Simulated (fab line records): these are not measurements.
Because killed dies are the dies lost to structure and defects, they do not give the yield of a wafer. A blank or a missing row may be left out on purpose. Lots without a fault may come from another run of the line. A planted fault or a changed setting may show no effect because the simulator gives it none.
fab line records	flow sky130
record: lots: 11	wafers: 33	last-day: 50
route steps=708 shown VIA1@478 METAL2@485 PAD_OPEN@708
lots that met no fault: from a run of the same line without faults
start-h: hours from the record's opening day to when the first of the lot's shown wafers began	wait-h: how many hours have passed since the lot's step before this one	" repeats the value in the row above	L1.1+2: a row that stands for several wafers	- no value present, or no start provided	* or withheld: withheld	< > ~ a bound
route shown NAME@n: a module of which the file shows steps, and the number in the route of the first	usual: mean/standard deviation of fault-free wafers	same: alike in all rows	chamber/n: place in a boat	sites: per-site readings	_std_site: how widely they spread, as a standard deviation	_edge_site: mean of outer sites minus mean of inner sites	radius-mm: for every site, how far away it sits from the centre of the wafer	mask NAME#n: copy n	behind: tool/chamber where the wafer was last shaped	hold: why the lot went on hold/how many hours it stayed there/how the hold came to an end	device: transistor that didn't switch, given as n, p or np	end of line: the route-end tests of the same wafers	a step with no rows: only its recipe	killed: count of dies lost to structure and defects at first sort (not the wafer's yield)	map: per-die view of a wafer (x killed, . not killed, _ where there is no die)
set.NAME: the run value of the setting; set.NAME@STEP: its run value at that earlier step	model.NAME: the simulator's own value behind a step, which no gauge read
the route's steps for a sample of lots (tables are steps, rows are wafers)
services: when a tool's chamber went out of use (start-h, in hours from the record's first day, below 0 if earlier), for how many hours, and the reason
== steps ==
step: SKY_VIA1_SPUTTER_20
recipe: material: TiN	target-thk-nm: 20	chamber-pressure-pa: 5	power-w: 4000	time-s: 80
usual: throttle-valve-pct: 29.9/0.9
lot.wafer	tool	chamber	start-h	wait-h	throttle-valve-pct
L722.2	pvd-sputter-01	-	815.25	0.0	30.1
L722.4	"	-	"	"	30.9
L722.6	"	-	"	"	30.1
L723.1	pvd-sputter-02	-	823.13	0.0	28.9
L723.5	"	-	"	"	30.4
L723.6	"	-	"	"	27.5
L724.4	pvd-sputter-01	-	829.62	0.0	29.5
L724.5	"	-	"	"	30.0
L724.6	"	-	"	"	31.0
L725.1	pvd-sputter-02	-	834.97	0.0	30.6
L725.2	"	-	"	"	27.3
L725.5	"	-	"	"	30.4
L726.2	pvd-sputter-02	-	845.74	0.0	27.3
L726.4	"	-	"	"	30.5
L726.6	"	-	"	"	29.2
L727.1	pvd-sputter-03	-	853.63	0.0	30.4
L727.4	"	-	"	"	30.1
L727.6	"	-	"	"	30.8
L728.4	pvd-sputter-03	-	868.26	0.0	30.1
L728.5	"	-	"	"	30.3
L728.6	"	-	"	"	30.2
L736.2	pvd-sputter-03	-	917.76	0.0	29.9
L736.3	"	-	"	"	30.7
L736.6	"	-	"	"	30.2
L738.2	pvd-sputter-03	-	923.79	0.0	30.5
L738.5	"	-	"	"	30.5
L738.6	"	-	"	"	29.9
L739.1	pvd-sputter-02	-	932.92	0.0	29.2
L739.4	"	-	"	"	30.5
L739.6	"	-	"	"	27.4
L740.1	pvd-sputter-02	-	945.43	0.0	30.6
L740.2	"	-	"	"	27.6
L740.5	"	-	"	"	29.1
step: SKY_VIA1_CVD_21
recipe: material: W	target-thk-nm: 270	time-s: 80.902	temp-c: 400	pressure-torr: 40
usual: heater-power-w: 819/43
lot.wafer	tool	chamber	start-h	wait-h	heater-power-w
L722.2	cvd-w-02	1	815.31	0.0	792
L722.4	"	0	"	"	900
L722.6	"	0	"	"	890
L723.1	cvd-w-01	0	823.19	0.0	765
L723.5	"	1	"	"	819
L723.6	"	0	"	"	767
L724.4	cvd-w-02	1	829.71	0.1	777
L724.5	"	1	"	"	800
L724.6	"	0	"	"	879
L725.1	cvd-w-02	1	835.03	0.0	788
L725.2	"	0	"	"	897
L725.5	"	1	"	"	794
L726.2	cvd-w-02	1	845.81	0.0	780
L726.4	"	1	"	"	794
L726.6	"	0	"	"	880
L727.1	cvd-w-01	1	853.69	0.0	846
L727.4	"	1	"	"	837
L727.6	"	0	"	"	788
L728.4	cvd-w-02	1	868.35	0.1	780
L728.5	"	1	"	"	801
L728.6	"	0	"	"	888
L736.2	cvd-w-01	1	917.82	0.0	831
L736.3	"	1	"	"	832
L736.6	"	1	"	"	824
L738.2	cvd-w-01	1	923.85	0.0	831
L738.5	"	0	"	"	794
L738.6	"	1	"	"	829
L739.1	cvd-w-01	1	932.98	0.0	833
L739.4	"	0	"	"	814
L739.6	"	0	"	"	795
L740.1	cvd-w-01	0	945.49	0.0	774
L740.2	"	0	"	"	748
L740.5	"	0	"	"	788
step: SKY_METAL2_SPUTTER_02
recipe: material: AlCu	target-thk-nm: 250	power-w: 10600	time-s: 13.3	chamber-pressure-pa: 0.4
usual: throttle-valve-pct: 29.7/1.2
lot.wafer	tool	chamber	start-h	wait-h	throttle-valve-pct
L722.2	pvd-sputter-04	-	815.93	0.0	30.1
L722.4	"	-	"	"	31.2
L722.6	"	-	"	"	31.3
L723.1	pvd-sputter-04	-	823.81	0.0	27.6
L723.5	"	-	"	"	30.1
L723.6	"	-	"	"	31.1
L724.4	pvd-sputter-04	-	830.30	0.0	30.0
L724.5	"	-	"	"	30.2
L724.6	"	-	"	"	30.3
L725.1	pvd-sputter-04	-	835.65	0.0	31.4
L725.2	"	-	"	"	30.2
L725.5	"	-	"	"	29.9
L726.2	pvd-sputter-04	-	846.43	0.0	30.0
L726.4	"	-	"	"	27.5
L726.6	"	-	"	"	31.3
L727.1	pvd-sputter-01	-	854.31	0.0	29.9
L727.4	"	-	"	"	30.2
L727.6	"	-	"	"	30.1
L728.4	pvd-sputter-04	-	868.94	0.0	31.4
L728.5	"	-	"	"	30.4
L728.6	"	-	"	"	31.4
L736.2	pvd-sputter-01	-	918.44	0.0	30.7
L736.3	"	-	"	"	29.4
L736.6	"	-	"	"	30.1
L738.2	pvd-sputter-04	-	924.47	0.0	29.7
L738.5	"	-	"	"	30.9
L738.6	"	-	"	"	27.5
L739.1	pvd-sputter-04	-	933.60	0.0	31.0
L739.4	"	-	"	"	31.4
L739.6	"	-	"	"	29.8
L740.1	pvd-sputter-02	-	946.20	0.0	29.1
L740.2	"	-	"	"	27.5
L740.5	"	-	"	"	29.3
step: SKY_METAL2_SPUTTER_04
recipe: material: TiN	target-thk-nm: 70	power-w: 6500	time-s: 58.3	chamber-pressure-pa: 0.4
usual: throttle-valve-pct: 29.7/1.1
lot.wafer	tool	chamber	start-h	wait-h	throttle-valve-pct
L722.2	pvd-sputter-04	-	815.97	0.0	29.9
L722.4	"	-	"	"	31.2
L722.6	"	-	"	"	31.0
L723.1	pvd-sputter-04	-	823.85	0.0	27.7
L723.5	"	-	"	"	29.9
L723.6	"	-	"	"	31.1
L724.4	pvd-sputter-04	-	830.34	0.0	29.7
L724.5	"	-	"	"	29.8
L724.6	"	-	"	"	30.3
L725.1	pvd-sputter-04	-	835.69	0.0	31.4
L725.2	"	-	"	"	30.3
L725.5	"	-	"	"	29.6
L726.2	pvd-sputter-04	-	846.47	0.0	30.2
L726.4	"	-	"	"	27.9
L726.6	"	-	"	"	31.2
L727.1	pvd-sputter-01	-	854.35	0.0	30.0
L727.4	"	-	"	"	29.9
L727.6	"	-	"	"	30.1
L728.4	pvd-sputter-04	-	868.99	0.0	31.3
L728.5	"	-	"	"	30.3
L728.6	"	-	"	"	31.2
L736.2	pvd-sputter-01	-	918.48	0.0	31.0
L736.3	"	-	"	"	29.4
L736.6	"	-	"	"	29.8
L738.2	pvd-sputter-04	-	924.51	0.0	29.8
L738.5	"	-	"	"	31.0
L738.6	"	-	"	"	27.6
L739.1	pvd-sputter-04	-	933.65	0.0	31.0
L739.4	"	-	"	"	31.5
L739.6	"	-	"	"	29.9
L740.1	pvd-sputter-02	-	946.24	0.0	28.9
L740.2	"	-	"	"	27.6
L740.5	"	-	"	"	28.9
step: SKY_METAL2_RS_MEAS_05
recipe: thk-meas-gauge: four-point-probe	reads: TiN_of_METAL2_SPUTTER_04+Ti_of_METAL2_SPUTTER_03+AlCu_of_METAL2_SPUTTER_02+TiN_of_METAL2_SPUTTER_01+Ti_of_METAL2_SPUTTER_00
usual: METAL2_ALCU_RS: 0.1267/0.0014
lot.wafer	tool	chamber	start-h	wait-h	METAL2_ALCU_RS[ohm/sq]
L722.2	film-metro-01	-	816.04	0.0	0.1253
L722.4	"	-	"	"	0.1259
L722.6	"	-	"	"	0.1260
L723.1	film-metro-01	-	823.90	0.0	0.1260
L723.5	"	-	"	"	0.1259
L723.6	"	-	"	"	0.1257
L724.4	film-metro-01	-	830.45	0.1	0.1267
L724.5	"	-	"	"	0.1264
L724.6	"	-	"	"	0.1260
L725.1	film-metro-01	-	835.74	0.0	0.1295
L725.2	"	-	"	"	0.1355
L725.5	"	-	"	"	0.1300
L726.2	film-metro-02	-	846.54	0.0	0.1328
L726.4	"	-	"	"	0.1284
L726.6	"	-	"	"	0.1283
L727.1	film-metro-03	-	854.40	0.0	0.1274
L727.4	"	-	"	"	0.1254
L727.6	"	-	"	"	0.1276
L728.4	film-metro-01	-	869.09	0.1	0.1284
L728.5	"	-	"	"	0.1339
L728.6	"	-	"	"	0.1281
L736.2	film-metro-03	-	918.55	0.0	0.1273
L736.3	"	-	"	"	0.1256
L736.6	"	-	"	"	0.1260
L738.2	film-metro-03	-	924.58	0.0	0.1276
L738.5	"	-	"	"	0.1276
L738.6	"	-	"	"	0.1260
L739.1	film-metro-02	-	933.70	0.0	0.1292
L739.4	"	-	"	"	0.1281
L739.6	"	-	"	"	0.1284
L740.1	film-metro-03	-	946.29	0.0	0.1266
L740.2	"	-	"	"	0.1265
L740.5	"	-	"	"	0.1261
step: SKY_METAL2_THK_MEAS_06
recipe: thk-meas-gauge: xrf	reads: AlCu_of_METAL2_SPUTTER_02
usual: METAL2_ALCU_THK: 254/3
lot.wafer	tool	chamber	start-h	wait-h	METAL2_ALCU_THK[nm]
L722.2	film-metro-01	-	816.15	0.1	251
L722.4	"	-	"	"	257
L722.6	"	-	"	"	256
L723.1	film-metro-01	-	824.02	0.1	255
L723.5	"	-	"	"	256
L723.6	"	-	"	"	253
L724.4	film-metro-01	-	830.54	0.1	253
L724.5	"	-	"	"	253
L724.6	"	-	"	"	253
L725.1	film-metro-01	-	835.86	0.1	249
L725.2	"	-	"	"	237
L725.5	"	-	"	"	249
L726.2	film-metro-02	-	846.65	0.1	242
L726.4	"	-	"	"	248
L726.6	"	-	"	"	250
L727.1	film-metro-03	-	854.52	0.1	253
L727.4	"	-	"	"	256
L727.6	"	-	"	"	251
L728.4	film-metro-01	-	869.18	0.1	249
L728.5	"	-	"	"	242
L728.6	"	-	"	"	252
L736.2	film-metro-03	-	918.66	0.1	252
L736.3	"	-	"	"	255
L736.6	"	-	"	"	256
L738.2	film-metro-03	-	924.69	0.1	251
L738.5	"	-	"	"	253
L738.6	"	-	"	"	256
L739.1	film-metro-02	-	933.82	0.1	249
L739.4	"	-	"	"	251
L739.6	"	-	"	"	249
L740.1	film-metro-03	-	946.41	0.1	254
L740.2	"	-	"	"	256
L740.5	"	-	"	"	257
step: SKY_PAD_OPEN_PROBE_99
usual: defect-limited-yield: 82.7/2	killed_at_M0_to_M3: 42/6.8	killed_at_M4_up: 3.2/1.8	killed-at-contacts: 25/5.4	killed-at-front-end: 15/4.5	killed-at-other: 0.3/0.56	killed-dies: 85/9.7	killed-open: 46/7.1	killed-short: 39/6.5	sort_bin_3_pad_short: 0.9/0.42	sort_bin_5_function: 10.4/1.5	sort_bin_6_memory: 6.1/1.1	sort-n-pass: 407/9.7	sort-yield-pct: 82.7/2
same: gross-dies: 492	killed-at-back-side: 0	sort_bin_4_leakage[%]: 0	sort_bin_8_speed[%]: 0
lot.wafer	tool	chamber	start-h	wait-h	defect-limited-yield[%]	killed_at_M0_to_M3	killed_at_M4_up	killed-at-contacts	killed-at-front-end	killed-at-other	killed-dies	killed-open	killed-short	sort_bin_3_pad_short[%]	sort_bin_5_function[%]	sort_bin_6_memory[%]	sort-n-pass	sort-yield-pct[%]
L723.1	prober-01	-	1098.78	0.1	82.7	34	8	22	21	0	85	41	44	0.8	10.4	6.1	407	82.7
L723.5	prober-01	-	1098.98	0.2	86.8	28	2	20	15	0	65	31	33	0.6	6.9	5.7	427	86.8
L723.6	prober-01	-	1099.03	0.2	82.3	54	2	18	13	0	87	42	45	1.0	11.2	5.5	405	82.3
killed by level:class
L723.1 FIELD_ISO:geometric-particle:open=11 LI_CONTACT:geometric-particle:open=6 VIA1:geometric-particle:open=6 CONTACT:geometric-particle:open=5 METAL1:geometric-particle:short=5 METAL4:geometric-particle:short=5 VIA2:geometric-particle:open=5 FIELD_ISO:geometric-particle:short=4
L723.5 VIA1:geometric-particle:open=10 CONTACT:geometric-particle:open=7 METAL2:geometric-particle:short=6 LOCAL_INTERCONNECT:geometric-particle:short=5 FIELD_ISO:geometric-particle:open=4 POLY_GATE:geometric-particle:open=3 LI_CONTACT:geometric-particle:short=3 CONTACT:geometric-particle:short=3
L723.6 METAL2:geometric-particle:short=10 VIA2:geometric-particle:open=9 VIA3:geometric-particle:open=9 VIA1:geometric-particle:open=8 FIELD_ISO:geometric-particle:short=5 LI_CONTACT:geometric-particle:open=5 CONTACT:geometric-particle:short=5 METAL3:geometric-particle:short=4
== services ==
tool	chamber	start-h	hours	kind
pvd-sputter-03	-	814.06	7.5	repair
pvd-sputter-01	-	822.19	1.8	repair
pvd-sputter-03	3	832.59	-	consumable-replace:kit
pvd-sputter-03	3	832.59	18.0	scheduled-down
pvd-sputter-01	-	857.49	0.5	repair
cvd-w-01	-	882.08	0.3	repair
pvd-sputter-02	-	891.58	9.5	repair
cvd-w-02	-	892.70	6.0	pm
pvd-sputter-01	-	897.41	1.5	repair
pvd-sputter-02	0	902.05	-	consumable-replace:kit
pvd-sputter-02	0	902.05	18.0	scheduled-down
pvd-sputter-02	0	902.05	18.0	vent-cycle
cvd-w-02	-	904.00	14.0	pm
cvd-w-02	0	904.00	14.0	vent-cycle
cvd-w-02	1	904.00	14.0	vent-cycle
cvd-w-01	-	918.00	2.8	pm
cvd-w-02	0	918.00	-	clean
cvd-w-02	1	918.00	-	clean
pvd-sputter-03	-	918.92	2.0	repair
pvd-sputter-04	-	918.99	4.4	repair
pvd-sputter-04	2	924.56	-	consumable-replace:kit
pvd-sputter-04	2	924.56	18.0	scheduled-down
pvd-sputter-04	2	924.56	18.0	vent-cycle
cvd-w-01	1	942.03	17.0	repair
== key ==
first-sign: step: SKY_METAL2_RS_MEAS_05	reading: METAL2_ALCU_RS	direction: up	sigmas: 5.3	usual: 0.1267	struck: 0.1341
effect: step: SKY_METAL2_THK_MEAS_06	reading: METAL2_ALCU_THK	direction: down	sigmas: 4.4	usual: 254	struck: 240
met-at SKY_METAL2_SPUTTER_02
struck-lots L725,L726,L728
struck-wafers L725.2,L726.2,L728.5
not-acting-at SKY_VIA1_SPUTTER_20,SKY_VIA1_CVD_21,SKY_METAL2_SPUTTER_04
onset-between 830.30 835.65
fault: kind: process-parameter-drift	tool: pvd-sputter-04	chamber: -	onset-h: 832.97	steps: SKY_METAL2_SPUTTER_02	channel: time-s	offset: *	shape: step	end-h: 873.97	acts-in: *	stated: *	scope: struck-wafers-only
